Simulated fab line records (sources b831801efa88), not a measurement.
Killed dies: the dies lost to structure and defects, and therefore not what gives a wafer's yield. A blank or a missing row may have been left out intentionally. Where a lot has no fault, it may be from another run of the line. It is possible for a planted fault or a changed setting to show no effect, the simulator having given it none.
Matching of chambers | flow sky130 | SKY_FIELD_ISO_ETCH_17 on rie-si-01 has 4 sister chambers
The step etches Si in HBr/Cl2/O2, target depth 342 nm, time 97.7 s. 8 wafers are shown with their chamber, then 11 later ones without.

## EACH WAFER AND ITS CHAMBER
wafer  | chamber | drypump-motor-current-A (A) | oes-product-au (a.u.)
L467.4 | 0       | 6.1                         | 1.008
L468.5 | 0       | 6.1                         | 0.988
L474.4 | 2       | 5.8                         | 1.020
L474.6 | 1       | 5.1                         | 0.996
L481.1 | 3       | 5.7                         | 0.995
L481.4 | 1       | 5.2                         | 0.984
L481.6 | 3       | 5.8                         | 1.004
L482.1 | 2       | 5.8                         | 1.003

## WAFERS WITHOUT THEIR CHAMBER
wafer  | drypump-motor-current-A (A) | oes-product-au (a.u.)
L482.2 | 5.8                         | 1.002
L482.6 | 5.8                         | 1.008
L483.1 | 6.1                         | 1.005
L483.2 | 5.8                         | 0.996
L483.3 | 5.8                         | 1.019
L485.4 | 5.9                         | 1.006
L485.5 | 5.8                         | 1.000
L485.6 | 5.8                         | 1.006
L487.2 | 5.8                         | 0.997
L487.4 | 5.9                         | 1.009
L487.5 | 5.8                         | 0.988

## EACH ONE'S CHAMBER
wafer  | from the rows above     | in truth
L482.2 | can't be placed: 2 or 3 | 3
L482.6 | can't be placed: 2 or 3 | 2
L483.1 | 0                       | 0
L483.2 | can't be placed: 3 or 2 | 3
L483.3 | can't be placed: 2 or 3 | 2
L485.4 | can't be placed: 2 or 3 | 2
L485.5 | can't be placed: 3 or 2 | 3
L485.6 | can't be placed: 2 or 3 | 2
L487.2 | can't be placed: 3 or 2 | 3
L487.4 | can't be placed: 2 or 3 | 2
L487.5 | can't be placed: 3 or 2 | 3
Placed correctly: 1 of 11. These rows do not allow placing 10 (true chamber among the candidates in 10). Number placed wrongly: 0.
How it was worked out, from the rows above alone: a wafer's distance from a chamber is the root of the sum, over the readings, of the square of ((its reading less the chamber's mean) divided by the reading's scatter). The wafer belongs to the nearest chamber; if the next one is less than 2 further off, it can't be placed. The mean given for a chamber averages the wafers shown for that chamber. The scatter: take each reading less its chamber's mean, square it, sum over the shown wafers, divide by the number of wafers less the number of chambers, and take the root.
